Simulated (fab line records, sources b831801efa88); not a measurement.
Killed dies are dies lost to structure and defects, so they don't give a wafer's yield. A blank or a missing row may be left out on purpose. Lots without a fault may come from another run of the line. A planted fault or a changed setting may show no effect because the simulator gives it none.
Chamber matching | flow sky130 | SKY_PASSIVATION_ETCH_11 on rie_diel-02: 4 sister chambers
The step etches the open film in CF4/O2, stops on AlCu, target depth 725 nm, time 161.1 s. 4 wafers are shown with their chamber, then 9 later ones without.

WAFERS WITH THEIR CHAMBER
wafer  | chamber | drypump_motor_current_A (A)
L086.5 | 1       | 6.1
L088.3 | 2       | 5.9
L088.4 | 3       | 6.5
L088.6 | 0       | 6.3

WAFERS WITHOUT THEIR CHAMBER
wafer  | drypump_motor_current_A (A)
L092.1 | 6.4
L092.2 | 6.5
L092.3 | 6.1
L095.1 | 6.5
L095.3 | 5.9
L095.4 | 6.4
L096.2 | 5.9
L096.3 | 6.1
L096.4 | 6.3

WHICH CHAMBER EACH WENT THROUGH
wafer  | from the rows above     | in truth
L092.1 | can't be placed: 3 or 0 | 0
L092.2 | 3                       | 3
L092.3 | 1                       | 1
L095.1 | 3                       | 3
L095.3 | 2                       | 2
L095.4 | can't be placed: 3 or 0 | 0
L096.2 | 2                       | 2
L096.3 | 1                       | 1
L096.4 | 0                       | 0
Placed correctly: 7 of 9. Can't be placed from these rows: 2 (the true chamber is among the candidates in 2). Placed wrongly: 0.
How it was worked out, from the rows above alone: a wafer's distance from a chamber is the root of the sum, over the readings, of the square of ((its reading less the chamber's mean) divided by the reading's scatter). The wafer belongs to the nearest chamber; if the next one is less than 2 further off, it can't be placed. A chamber's mean is the mean of its shown wafers. The scatter: with one shown wafer a chamber, the root of the mean of the squares of how far each hidden wafer lies from its nearest shown one.
